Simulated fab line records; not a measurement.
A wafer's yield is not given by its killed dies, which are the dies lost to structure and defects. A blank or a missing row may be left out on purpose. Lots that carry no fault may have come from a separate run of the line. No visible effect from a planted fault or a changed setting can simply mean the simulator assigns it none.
Tool commonality check / flow sky130 / 39 wafers sampled across 11 lots

## REASON IT WAS OPENED
Of 11 lots, 2 have the reading SD_N_RS flagged at SKY_SD_N_RS_MEAS_16. Wafers without a fault read 68.57 ohm/sq, standard deviation 0.11.
Rule: a lot gets a flag if all its wafers with a number sit over 4 standard deviations from that mean, or if no wafer of it has a number. The other lots count as sound.

lot=L144; measured=day 29 00:30; on=filmMetro-03; SD_N_RS (ohm/sq), wafer by wafer=68.58 68.65 68.59; flag=
lot=L145; measured=day 29 01:40; on=filmMetro-02; SD_N_RS (ohm/sq), wafer by wafer=68.48 68.59 68.45; flag=
lot=L147; measured=day 29 02:33; on=filmMetro-04; SD_N_RS (ohm/sq), wafer by wafer=68.56 68.54 68.59; flag=
lot=L148; measured=day 31 03:55; on=filmMetro-03; SD_N_RS (ohm/sq), wafer by wafer=68.48 68.53 68.62; flag=
lot=L151; measured=day 31 06:04; on=filmMetro-02; SD_N_RS (ohm/sq), wafer by wafer=68.61 68.57 68.60; flag=
lot=L152; measured=day 31 06:56; on=filmMetro-04; SD_N_RS (ohm/sq), wafer by wafer=68.62 68.43 68.51; flag=
lot=L154; measured=day 31 15:23; on=filmMetro-03; SD_N_RS (ohm/sq), wafer by wafer=68.55 68.70 68.64; flag=
lot=L153; measured=day 31 17:07; on=filmMetro-03; SD_N_RS (ohm/sq), wafer by wafer=68.82 68.74 68.73; flag=
lot=L157; measured=day 32 06:25; on=filmMetro-02; SD_N_RS (ohm/sq), wafer by wafer=68.69 68.67 68.50; flag=
lot=L163; measured=day 34 14:05; on=filmMetro-02; SD_N_RS (ohm/sq), wafer by wafer=70.70 70.82 70.81 70.71 70.78 70.72; flag=FLAGGED
lot=L165; measured=day 35 02:31; on=filmMetro-04; SD_N_RS (ohm/sq), wafer by wafer=70.74 70.80 70.71 70.88 70.81 70.81; flag=FLAGGED
The mean of the flagged lots' numbers is 70.77 ohm/sq, +2.20 ohm/sq from the usual (+20 standard deviations).

## LOT BY LOT: THE TOOL USED
The record holds 1 process step before the reading, out of a route of 708 steps. Each cell gives the tool, then ch followed by the chambers the sampled wafers passed through, then the start.
lot=L144; flag=; SKY_SD_N_RTA_14=rtpAnneal-02 ch 0, day 29 00:19
lot=L145; flag=; SKY_SD_N_RTA_14=rtpAnneal-01 ch 0, day 29 01:29
lot=L147; flag=; SKY_SD_N_RTA_14=rtpAnneal-02 ch 0, day 29 02:21
lot=L148; flag=; SKY_SD_N_RTA_14=rtpAnneal-02 ch 0, day 31 03:44
lot=L151; flag=; SKY_SD_N_RTA_14=rtpAnneal-01 ch 0, day 31 05:53
lot=L152; flag=; SKY_SD_N_RTA_14=rtpAnneal-02 ch 0, day 31 06:46
lot=L154; flag=; SKY_SD_N_RTA_14=rtpAnneal-01 ch 0, day 31 15:11
lot=L153; flag=; SKY_SD_N_RTA_14=rtpAnneal-02 ch 0, day 31 16:56
lot=L157; flag=; SKY_SD_N_RTA_14=rtpAnneal-01 ch 0, day 32 06:14
lot=L163; flag=FLAGGED; SKY_SD_N_RTA_14=rtpAnneal-01 ch 0, day 34 13:55
lot=L165; flag=FLAGGED; SKY_SD_N_RTA_14=rtpAnneal-01 ch 0, day 35 02:20
These steps, and what they do:
- SKY_SD_N_RTA_14: time 2 s.
- SKY_SD_N_RS_MEAS_16: measures by four-point-probe.

## FLAGGED OVER TOTAL, TOOL BY TOOL (the gauges that took the reading come last)
step=SKY_SD_N_RTA_14; tool=rtpAnneal-01; lots run=6; flagged=2; share of the flagged lots=all; sound lots run after its first flagged lot=0
step=SKY_SD_N_RTA_14; tool=rtpAnneal-02; lots run=5; flagged=0; share of the flagged lots=none; sound lots run after its first flagged lot=-
step=SKY_SD_N_RS_MEAS_16; tool=filmMetro-02; lots run=4; flagged=1; share of the flagged lots=some; sound lots run after its first flagged lot=0
step=SKY_SD_N_RS_MEAS_16; tool=filmMetro-03; lots run=4; flagged=0; share of the flagged lots=none; sound lots run after its first flagged lot=-
step=SKY_SD_N_RS_MEAS_16; tool=filmMetro-04; lots run=3; flagged=1; share of the flagged lots=some; sound lots run after its first flagged lot=0

## WHAT THE TABLE PERMITS
1 row of the table ran every flagged lot: rtpAnneal-01 at SKY_SD_N_RTA_14.
- rtpAnneal-01 at SKY_SD_N_RTA_14: 2 of its 6 lots flagged. It ran its last sound lot, L157, at day 32 06:14 and its first flagged lot, L163, at day 34 13:55: a fault with its onset between the two fits. Its own readings (lampPowerPct) fall more than 4 standard deviations out on all wafers of the flagged lots.
Just one tool remains: rtpAnneal-01 at SKY_SD_N_RTA_14.

## WHAT WAS PUT IN BY THE SIMULATOR
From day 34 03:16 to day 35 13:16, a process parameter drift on rtpAnneal-01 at SKY_SD_N_RTA_14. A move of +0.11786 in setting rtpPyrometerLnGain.
Shown lots that were struck: L163, L165. The rule above reached the same finding.
